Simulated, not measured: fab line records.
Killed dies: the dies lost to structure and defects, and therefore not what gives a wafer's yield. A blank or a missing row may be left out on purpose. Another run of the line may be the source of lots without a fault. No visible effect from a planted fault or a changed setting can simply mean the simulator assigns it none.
A lot that was struck, set against a sound lot -- flow gf180mcu -- 15 out of 602 route steps
Sound: the wafers L372.1, L372.3, L372.6. Wafers L373.1, L373.4, L373.5 were the ones struck. The cause is named last.
For every step that has rows: the tool of each side, followed by ch and its chambers, followed by its first start. Under that, the readings that differ: sound wafers -- struck wafers -- difference of the means -- sigmas: that difference in standard deviations of wafers without a fault.
alike: readings with means less than 2 such deviations apart, plus words and numbers identical on both sides. not compared: withheld readings, readings lacking a value on some wafer, bounds such as >300 that could conceal the same value, and numbers that have no deviation in the record and whose values overlap.
A row with sigmas, a row that says differs or no value, or rows on one side alone: a step with any of these is where the two part. Non-overlapping numbers with no deviation appear without sigmas and do not part them. Lack of a reading on every wafer of one side parts them only where that side has two or more wafers.

GF_V4_BOW_MEAS_05:
  sound on film_metro-02, day 26 19:34; struck on film_metro-04, day 27 05:07
reading,sound,struck,difference,sigmas
V4_BOW (um),111 130 124,145 148 132,+20,+2
then, 6 steps without rows for these wafers: GF_V4_DEHYDRATE_06 (time 60 s); GF_V4_HMDS_07 (prime time 60 s); GF_V4_COAT_08; GF_V4_COAT_09 (resist thk 1000 nm); GF_V4_SOFTBAKE_10 (time 60 s); GF_V4_EXPOSE_11 (exposes mask Via4, target cd 260 nm).
GF_V4_PEB_12: peb time 92.34 s.
  sound: litho_track-04 ch 0; struck: litho_track-04 ch 0
  alike: heater_power_total_W, plate_sensor_t_centre_C, plate_sensor_t_edge_C
then, 1 step without rows for these wafers: GF_V4_DEVELOP_13 (develop time 60 s).
GF_V4_CD_MEAS_14 targets a cd of 260 nm.
  sound on cd_sem-01, day 27 17:28; struck on cd_sem-01, day 28 02:58
reading,sound,struck,difference,sigmas
cd_nm (nm),259.9 260.4 260.2,258.1 257.2 258.2,-2.3,-2
GF_V4_OVL_MEAS_15:
  sound on overlay-01, day 27 17:35; struck on overlay-02, day 28 03:05
  alike: V4_OVL
GF_V4_ETCH_16: etches BARC in N2/H2.
  sound on rie_diel-01 ch 0,1,3, day 27 17:37; struck on rie_diel-01 ch 0,3, day 28 03:07
reading,sound,struck,difference,sigmas
h2_flow_sccm (sccm),200.8 201.3 200.8,199.6 200.2 199.5,-1.2,-2
  alike: bias_w, chamber_pressure_mTorr, drypump_motor_current_A, oes_product_au, throttle_valve_pct
GF_V4_ETCH_17: etches SiO2 in C4F8/O2/Ar, stops on TiN, target depth 630 nm.
  sound on rie_diel-01 ch 0,1,3, day 27 17:00; struck on rie_diel-01 ch 0,3, day 28 03:00
  no value came back on the struck wafers for bias_w (W), chamber_pressure_mTorr (mTorr), oes_product_au (a.u.); on the sound wafers bias_w (W) reads 1205 1197 1204
GF_V4_STRIP_18: strips in O2/N2.
  sound on plasma_asher-02 ch 0,1, day 27 17:45; struck on plasma_asher-02 ch 0,1, day 28 03:15
reading,sound,struck,difference,sigmas
oes_product_au (a.u.),0.600 0.595 0.594,0.666 0.666 0.664,+0.069,+12
  alike: drypump_motor_current_A, heater_power_w
  not compared: rf_hours_counter_h
then, 1 step without rows for these wafers: GF_V4_STRIP_19 (strips in post etch residue remover, time 1200 s).

## WHERE THEY PART
Earliest at GF_V4_BOW_MEAS_05; latest, in this record, at GF_V4_STRIP_18.

WHY: whatever the simulator had introduced
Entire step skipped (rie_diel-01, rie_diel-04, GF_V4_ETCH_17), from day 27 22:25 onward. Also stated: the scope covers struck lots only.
